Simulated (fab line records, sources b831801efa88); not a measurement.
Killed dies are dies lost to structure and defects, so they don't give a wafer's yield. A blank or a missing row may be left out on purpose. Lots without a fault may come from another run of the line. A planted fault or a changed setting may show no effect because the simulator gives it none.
Tool commonality check | flow gf180mcu | 14 lots, 42 wafers sampled

WHY IT WAS OPENED
At GF_POLY_GATE_CD_MEAS_10 the reading cd_nm is flagged on 2 of 14 lots. Wafers without a fault read 279.9 nm, standard deviation 1.6.
Rule: a lot is flagged when every wafer of it that has a number lies more than 4 standard deviations from that mean, or none has a number. The other lots count as sound.

lot  | measured     | on        | cd_nm (nm), wafer by wafer | flag
L301 | day 9 02:02  | cd_sem-02 | 278.2 278.4 278.0          |
L302 | day 9 07:46  | cd_sem-02 | 281.7 281.2 281.1          |
L303 | day 9 15:46  | cd_sem-02 | 281.3 280.8 279.9          |
L305 | day 10 08:58 | cd_sem-02 | 280.0 279.7 280.4          |
L306 | day 10 21:26 | cd_sem-02 | 280.4 279.7 280.1          |
L307 | day 11 04:07 | cd_sem-02 | 282.8 284.4 281.6          |
L308 | day 11 09:31 | cd_sem-02 | 281.1 281.8 280.6          |
L310 | day 12 05:25 | cd_sem-01 | 281.4 280.5 281.8          |
L313 | day 12 18:23 | cd_sem-01 | 281.0 281.2 281.5          |
L314 | day 13 01:37 | cd_sem-01 | 278.6 280.1 280.7          |
L318 | day 14 03:56 | cd_sem-02 | 255.1 255.1 254.7          | FLAGGED
L319 | day 14 11:22 | cd_sem-01 | 255.8 256.6 256.0          | FLAGGED
L321 | day 15 02:20 | cd_sem-02 | 277.9 277.7 277.9          |
L322 | day 15 15:49 | cd_sem-01 | 281.5 282.0 281.9          |
The numbers of the flagged lots are 255.6 nm on average: -24.3 nm against the usual, or -15 standard deviations.

WHICH TOOL RAN EACH LOT
The record holds 1 process step before the reading, out of a route of 602 steps. In each cell: the tool, then ch and the chambers that the sampled wafers went through, then the start.
lot  | flag    | GF_POLY_GATE_SOFTBAKE_06
L301 |         | litho_track-04 ch 0, day 8 17:00
L302 |         | litho_track-04 ch 0, day 8 23:00
L303 |         | litho_track-04 ch 0, day 9 06:00
L305 |         | litho_track-02 ch 0, day 9 23:00
L306 |         | litho_track-03 ch 0, day 10 13:00
L307 |         | litho_track-03 ch 0, day 10 18:00
L308 |         | litho_track-02 ch 0, day 11 00:00
L310 |         | litho_track-02 ch 0, day 11 19:00
L313 |         | litho_track-04 ch 0, day 12 08:00
L314 |         | litho_track-03 ch 0, day 12 15:00
L318 | FLAGGED | litho_track-03 ch 0, day 13 17:00
L319 | FLAGGED | litho_track-03 ch 0, day 14 00:00
L321 |         | litho_track-02 ch 0, day 14 15:00
L322 |         | litho_track-02 ch 0, day 15 05:00
What these steps do:
- GF_POLY_GATE_SOFTBAKE_06: time 60 s.
- GF_POLY_GATE_CD_MEAS_10: target cd 280 nm.

FLAGGED OVER TOTAL, TOOL BY TOOL (the gauges that took the reading come last)
step                     | tool           | lots run | flagged | share of the flagged lots | sound lots run after its first flagged lot
GF_POLY_GATE_SOFTBAKE_06 | litho_track-02 | 5        | 0       | none                      | -
GF_POLY_GATE_SOFTBAKE_06 | litho_track-03 | 5        | 2       | all                       | 0
GF_POLY_GATE_SOFTBAKE_06 | litho_track-04 | 4        | 0       | none                      | -
GF_POLY_GATE_CD_MEAS_10  | cd_sem-01      | 5        | 1       | some                      | 1 (L322)
GF_POLY_GATE_CD_MEAS_10  | cd_sem-02      | 9        | 1       | some                      | 1 (L321)

WHAT THE TABLE ALLOWS
1 row of the table ran every flagged lot: litho_track-03 at GF_POLY_GATE_SOFTBAKE_06.
- litho_track-03 at GF_POLY_GATE_SOFTBAKE_06: 2 of its 5 lots flagged. Its last sound lot is L314 (day 12 15:00), its first flagged lot L318 (day 13 17:00): a fault that began between those two fits. Its own readings lie more than 4 standard deviations out on every wafer of the flagged lots: heater_power_total_W, plate_temp_C.
One tool is left: litho_track-03 at GF_POLY_GATE_SOFTBAKE_06.

WHAT THE SIMULATOR HAD PUT IN
Process parameter drift: litho_track-03, from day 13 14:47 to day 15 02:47, at GF_POLY_GATE_SOFTBAKE_06. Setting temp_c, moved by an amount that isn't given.
Lots struck among those shown: L318, L319. The rule above found the same.
